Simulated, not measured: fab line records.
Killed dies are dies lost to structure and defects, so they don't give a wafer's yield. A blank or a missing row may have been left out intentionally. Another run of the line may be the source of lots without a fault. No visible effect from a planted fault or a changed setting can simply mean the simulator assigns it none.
Chamber matching -- flow gf180mcu -- 4 sister chambers for GF_STI_CMP_25 on cmp-02
The step polishes, stops on Si3N4, t overpolish 33 s, target thk 524.6 nm. 4 wafers are shown with their chamber, then 8 later ones without.

== WAFERS PAIRED WITH THEIR CHAMBERS ==
wafer,chamber,motor current A (A)
L855.3,0,12.9
L856.4,3,12.8
L856.6,1,9.9
L859.1,2,12.3

== WAFERS WHOSE CHAMBER IS MISSING ==
wafer,motor current A (A)
L859.3,9.8
L859.6,11.9
L862.1,9.6
L862.3,11.7
L862.6,12.2
L871.1,13.6
L871.4,9.7
L871.5,9.8

== THE CHAMBER EACH PASSED THROUGH ==
wafer,from the rows above,in truth
L859.3,1,1
L859.6,can't be placed: 2 or 3 or 0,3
L862.1,1,1
L862.3,can't be placed: 2 or 3 or 0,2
L862.6,can't be placed: 2 or 3 or 0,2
L871.1,can't be placed: 0 or 3 or 2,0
L871.4,1,1
L871.5,1,1
Correct placement for 4 of the 8. Not placeable from these rows: 4 (in 4, the candidates include the true chamber). 0 placed wrongly.
How it was worked out, from the rows above alone: a wafer's distance from a chamber is the root of the sum, over the readings, of the square of ((its reading less the chamber's mean) divided by the reading's scatter). The wafer belongs to the nearest chamber; if the next one is less than 2 further off, it can't be placed. For every chamber, the mean is computed from those of its wafers that are shown. The scatter (one wafer shown for each chamber): square how far every hidden wafer sits from the nearest shown wafer, average those squares and take the square root.
